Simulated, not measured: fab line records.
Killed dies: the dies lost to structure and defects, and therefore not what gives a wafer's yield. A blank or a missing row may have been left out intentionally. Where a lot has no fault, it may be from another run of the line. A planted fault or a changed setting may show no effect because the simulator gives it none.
Which of the tools did it? -- flow gf180mcu -- 36 wafers sampled from 12 lots at 1 step of a route of 602

## WHAT EACH GAUGE READ, for each wafer
GF_POLY_GATE_THK_MEAS_01.
lot,measured,on,POLY_GATE_CVD_00_THK (nm)
L075,day 8 14:40,film_metro-02,199.4 198.6 199.6
L077,day 9 04:56,film_metro-03,201.7 201.8 201.9
L079,day 9 21:01,film_metro-02,196.7 198.1 196.8
L081,day 10 15:32,film_metro-02,200.6 201.5 202.9
L083,day 11 00:31,film_metro-01,199.6 201.1 200.4
L085,day 12 00:53,film_metro-03,204.2 203.3 202.8
L087,day 12 13:16,film_metro-02,203.2 203.6 203.4
L089,day 13 03:11,film_metro-03,201.7 201.5 201.4
L091,day 13 18:32,film_metro-03,203.5 202.0 203.5
L093,day 13 23:23,film_metro-02,202.7 200.7 203.1
L095,day 14 10:37,film_metro-01,200.4 199.8 199.9
L097,day 15 03:36,film_metro-02,199.6 199.4 200.9

## WHICH TOOL RAN EACH LOT (tool, then ch and the chambers of the sampled wafers, then the start)
No process step before these readings appears in the record.

## THE ANSWER, worked out from the rows above alone
Rule: usual is defined by the lots themselves. The widest of any qualifying gaps counts: lots, ordered by their means at a reading, are off when they make up no more than a third of the lots, leave a main group of 4 or more, and stand apart from it by 3 or more times the standard deviation of that group's means. If all means in a main group match to the digits the tables above print for the reading, that group is not used. Also off: a lot with no number at a reading for which 4 or more lots have one. The other lots that the step has rows for count as sound.
No lot is off on any of the readings shown, so nothing can be concluded from this.

## WHAT THE SIMULATOR HAD PUT IN
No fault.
